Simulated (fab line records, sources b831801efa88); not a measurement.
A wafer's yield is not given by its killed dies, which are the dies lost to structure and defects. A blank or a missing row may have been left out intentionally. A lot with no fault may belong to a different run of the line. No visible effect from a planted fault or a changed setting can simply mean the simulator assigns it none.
The same fault as seen by 2 desks || flow gf180mcu || each desk has only its own numbers; what lay behind them comes last

FOR THE TOOL OWNER'S DESK: cvd w-01
The tool's own readings at GF_V4_CVD_23 (deposits W, target thk 350 nm, time 104.9 s): means of the sampled wafers that have a number, for each lot that ran on this tool. A lot is out of limits, marked OUT, if its mean lies more than 4 standard deviations from the usual mean; the brackets give that distance.
Columns: A = chamber pressure Torr at GF_V4_CVD_23, usual 40.01 Torr; B = heater power w at GF_V4_CVD_23, usual 1009 W
{"lot": "L911", "first seen here": "day 27 19:20", "A": 40.12, "B": 1112}
{"lot": "L921", "first seen here": "day 30 08:09", "A": "38.57 (-16) OUT", "B": 1085}
{"lot": "L922", "first seen here": "day 30 23:41", "A": "38.60 (-16) OUT", "B": 1043}
This desk's verdict: out of limits on L921, L922, starting with L921 at day 30 08:09 (chamber pressure Torr at GF_V4_CVD_23). Within limits: L911.

METROLOGY DESK
Means of the sampled wafers that have a number, per lot and without regard to the tool the lot ran on: this is what the gauges read. A lot is out of limits, marked OUT, if its mean lies more than 4 standard deviations from the usual mean; the brackets give that distance.
Columns: A = cd nm at GF_V4_CD_MEAS_14, usual 259.2 nm; B = V4_OVL at GF_V4_OVL_MEAS_15, usual -8 nm; C = V4_W_RS at GF_V4_RS_MEAS_24, usual 0.326 ohm/sq
{"lot": "L903", "first seen here": "day 25 04:01", "A": 258.4, "B": -8, "C": 0.322}
{"lot": "L910", "first seen here": "day 27 01:22", "A": 256.9, "B": -12, "C": 0.323}
{"lot": "L911", "first seen here": "day 27 18:25", "A": 258.5, "B": 1, "C": 0.329}
{"lot": "L921", "first seen here": "day 30 07:13", "A": 258.0, "B": -2, "C": 0.330}
{"lot": "L922", "first seen here": "day 30 22:46", "A": 260.5, "B": -9, "C": 0.334}
{"lot": "L923", "first seen here": "day 30 23:23", "A": 257.5, "B": -6, "C": 0.319}
This desk found nothing out of limits on any of the 6 lots.

ALL TOGETHER
An alarm could have come from the tool owner's desk at day 30 08:09, on L921, L922.
Metrology desk: nothing out of limits seen.
The metrology desk has L921, L922 on record, within its limits.
GF_V4_CVD_23 was run on cvd w-01 by each of the lots named.

WHAT THE SIMULATOR HAD INSERTED
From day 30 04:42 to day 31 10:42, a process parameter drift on cvd w-01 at GF_V4_CVD_23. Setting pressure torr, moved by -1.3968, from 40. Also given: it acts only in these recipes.
Struck lots among those shown: L921, L922.
Hours from the fault's start to each desk's first reading out of limits: the tool owner's desk, 3.
